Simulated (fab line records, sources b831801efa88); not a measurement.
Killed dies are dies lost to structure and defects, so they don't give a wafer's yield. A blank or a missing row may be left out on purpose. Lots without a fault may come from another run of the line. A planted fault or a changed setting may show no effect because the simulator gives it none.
One fault seen from 2 desks | flow sky130 | each desk has only its own numbers; what lay behind them comes last

THE METROLOGY DESK
What the gauges read, lot by lot, whatever tool the lot ran on: means of the sampled wafers that have a number. A lot is out of limits, marked OUT, if its mean lies more than 4 standard deviations from the usual mean; the brackets give that distance.
Columns: A = NWELL_2_TW at SKY_NWELL_TW_MEAS_26, usual 493; B = VT_ADJUST_LVTN_OVL at SKY_VT_ADJUST_LVTN_OVL_MEAS_07, usual -0.3 nm; C = VT_ADJUST_NCORE_OVL at SKY_VT_ADJUST_NCORE_OVL_MEAS_08, usual 0.0 nm
lot  | first seen here | A                    | B    | C
L152 | day 5 05:57     | 498                  | -1.1 | -0.7
L156 | day 6 10:00     | 489                  | 0.3  | 0.1
L158 | day 6 20:07     | 30 (-99 or more) OUT | -    | -
L159 | day 7 03:46     | 30 (-99 or more) OUT | -    | -
L160 | day 7 06:56     | 499                  | 0.8  | -1.6
L164 | day 8 14:16     | 497                  | -1.5 | 0.5
L168 | day 9 08:10     | 490                  | -0.4 | -0.3
L171 | day 10 05:14    | 490                  | 0.6  | -0.8
L173 | day 10 17:39    | 491                  | 1.0  | -0.0
L174 | day 10 21:31    | 490                  | 0.2  | 0.1
L175 | day 11 03:46    | 493                  | -0.7 | 0.5
This desk's finding: out of limits on L158, L159; first on L158, day 6 20:07 (NWELL_2_TW at SKY_NWELL_TW_MEAS_26). In limits: L152, L156, L160, L164, L168, L171, L173, L174, L175.

THE TOOL OWNER'S DESK: plasma_asher-04
The tool's own readings at SKY_NWELL_STRIP_14 (strips in O2/N2): means of the sampled wafers that have a number, for each lot that ran on this tool. A lot is out of limits, marked OUT, if its mean lies more than 4 standard deviations from the usual mean; the brackets give that distance.
Columns: A = chamber_pressure_mTorr at SKY_NWELL_STRIP_14, usual 1499.9 mTorr; B = drypump_motor_current_A at SKY_NWELL_STRIP_14, usual 5.89 A; C = oes_product_au at SKY_NWELL_STRIP_14, usual 0.722 a.u.; D = strip_time_to_endpoint_s at SKY_NWELL_STRIP_14, usual 36.87 s
lot  | first seen here | A      | B    | C     | D
L174 | day 9 22:30     | 1499.1 | 5.94 | 0.719 | 36.79
L175 | day 10 04:21    | 1500.0 | 5.79 | 0.720 | 36.79
This desk's finding: nothing out of limits on any of the 2 lots.

PUT TOGETHER
The metrology desk could have raised an alarm at day 6 20:07, on L158, L159.
The tool owner's desk saw nothing out of limits.
The tool owner's desk has no number on record for L158, L159.
Of the lots named, all ran SKY_NWELL_STRIP_14 on plasma_asher-04.

WHAT THE SIMULATOR HAD PUT IN
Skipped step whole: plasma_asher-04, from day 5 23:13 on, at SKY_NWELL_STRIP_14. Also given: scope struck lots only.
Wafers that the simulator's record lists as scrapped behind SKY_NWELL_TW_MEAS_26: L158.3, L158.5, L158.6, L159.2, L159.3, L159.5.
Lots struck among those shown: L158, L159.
Hours from the fault's start to each desk's first reading out of limits: the metrology desk, 21.
